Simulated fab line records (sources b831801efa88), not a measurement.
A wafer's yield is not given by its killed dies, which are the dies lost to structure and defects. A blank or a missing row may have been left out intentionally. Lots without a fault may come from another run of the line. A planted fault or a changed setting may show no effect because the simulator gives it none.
Tool commonality check :: flow sky130 :: Lots sampled 12, wafers sampled 36

WHAT PROMPTED THE OPENING
Of 12 lots, 2 have the reading PWDE_RS flagged at SKY_NWELL_RS_MEAS_31. No-fault wafers: 5276 ohm/sq, standard deviation 25.
Rule: a lot gets a flag if all its wafers with a number sit over 4 standard deviations from that mean, or if no wafer of it has a number. As for the other lots, they are considered sound.

lot: L248
measured: day 5 07:18
on: film-metro-04
PWDE_RS (ohm/sq), wafer by wafer: 5265 5262 5273
flag: 

lot: L249
measured: day 5 14:10
on: film-metro-03
PWDE_RS (ohm/sq), wafer by wafer: 5277 5302 5283
flag: 

lot: L250
measured: day 5 18:44
on: film-metro-01
PWDE_RS (ohm/sq), wafer by wafer: 5294 5288 5293
flag: 

lot: L251
measured: day 5 23:44
on: film-metro-04
PWDE_RS (ohm/sq), wafer by wafer: 5230 5234 5241
flag: 

lot: L253
measured: day 6 15:19
on: film-metro-01
PWDE_RS (ohm/sq), wafer by wafer: 5521 5499 5481
flag: FLAGGED

lot: L255
measured: day 7 01:20
on: film-metro-01
PWDE_RS (ohm/sq), wafer by wafer: 5507 5514 5517
flag: FLAGGED

lot: L261
measured: day 8 13:04
on: film-metro-04
PWDE_RS (ohm/sq), wafer by wafer: 5300 5293 5310
flag: 

lot: L264
measured: day 9 17:45
on: film-metro-03
PWDE_RS (ohm/sq), wafer by wafer: 5326 5315 5327
flag: 

lot: L265
measured: day 9 23:25
on: film-metro-01
PWDE_RS (ohm/sq), wafer by wafer: 5304 5300 5308
flag: 

lot: L266
measured: day 10 03:06
on: film-metro-03
PWDE_RS (ohm/sq), wafer by wafer: 5261 5263 5265
flag: 

lot: L269
measured: day 10 20:35
on: film-metro-04
PWDE_RS (ohm/sq), wafer by wafer: 5229 5236 5244
flag: 

lot: L271
measured: day 11 06:29
on: film-metro-04
PWDE_RS (ohm/sq), wafer by wafer: 5272 5286 5273
flag: 
On average the flagged lots' numbers are 5506 ohm/sq, which is +230 ohm/sq against the usual, or +9 standard deviations.

WHICH TOOL EACH LOT WENT THROUGH
The record keeps 1 process step preceding the reading, out of 708 steps on the route. Every cell lists first the tool, next ch and the chambers used by the sampled wafers, and last the start.
lot: L248
flag: 
SKY_PWDE_IMPLANT_08: implanter-02 ch 0, day 3 19:17

lot: L249
flag: 
SKY_PWDE_IMPLANT_08: implanter-02 ch 0, day 4 02:07

lot: L250
flag: 
SKY_PWDE_IMPLANT_08: implanter-03 ch 0, day 4 05:41

lot: L251
flag: 
SKY_PWDE_IMPLANT_08: implanter-02 ch 0, day 4 10:39

lot: L253
flag: FLAGGED
SKY_PWDE_IMPLANT_08: implanter-02 ch 0, day 5 01:22

lot: L255
flag: FLAGGED
SKY_PWDE_IMPLANT_08: implanter-02 ch 0, day 5 11:23

lot: L261
flag: 
SKY_PWDE_IMPLANT_08: implanter-03 ch 0, day 6 19:35

lot: L264
flag: 
SKY_PWDE_IMPLANT_08: implanter-02 ch 0, day 7 22:09

lot: L265
flag: 
SKY_PWDE_IMPLANT_08: implanter-02 ch 0, day 8 03:08

lot: L266
flag: 
SKY_PWDE_IMPLANT_08: implanter-03 ch 0, day 8 06:58

lot: L269
flag: 
SKY_PWDE_IMPLANT_08: implanter-03 ch 0, day 8 21:53

lot: L271
flag: 
SKY_PWDE_IMPLANT_08: implanter-03 ch 0, day 9 07:26
What the steps here do:
- SKY_PWDE_IMPLANT_08
- SKY_NWELL_RS_MEAS_31: measures by four-point-probe.

FLAGGED AGAINST TOTAL, ONE TOOL AT A TIME (gauges that did the reading follow at the end)
step: SKY_PWDE_IMPLANT_08
tool: implanter-02
lots run: 7
flagged: 2
share of the flagged lots: all
sound lots run after its first flagged lot: 2 (L264,L265)

step: SKY_PWDE_IMPLANT_08
tool: implanter-03
lots run: 5
flagged: 0
share of the flagged lots: none
sound lots run after its first flagged lot: -

step: SKY_NWELL_RS_MEAS_31
tool: film-metro-01
lots run: 4
flagged: 2
share of the flagged lots: all
sound lots run after its first flagged lot: 1 (L265)

step: SKY_NWELL_RS_MEAS_31
tool: film-metro-03
lots run: 3
flagged: 0
share of the flagged lots: none
sound lots run after its first flagged lot: -

step: SKY_NWELL_RS_MEAS_31
tool: film-metro-04
lots run: 5
flagged: 0
share of the flagged lots: none
sound lots run after its first flagged lot: -

THE TABLE: WHAT IT ALLOWS
Table rows that saw every flagged lot: 2, namely implanter-02 at SKY_PWDE_IMPLANT_08 and film-metro-01 at SKY_NWELL_RS_MEAS_31.
- implanter-02 at SKY_PWDE_IMPLANT_08 ran 7 lots, 2 of them flagged. Sound lots followed the first flagged one (L264, L265) on it, something a lasting fault affecting the whole tool could not allow.
- film-metro-01 at SKY_NWELL_RS_MEAS_31 ran 4 lots, 2 of them flagged. Sound lots followed the first flagged one (L265) on it, something a lasting fault affecting the whole tool could not allow.
None of the table's rows ran every flagged lot and, after the first, no sound lot.

WHAT THE SIMULATOR PUT IN
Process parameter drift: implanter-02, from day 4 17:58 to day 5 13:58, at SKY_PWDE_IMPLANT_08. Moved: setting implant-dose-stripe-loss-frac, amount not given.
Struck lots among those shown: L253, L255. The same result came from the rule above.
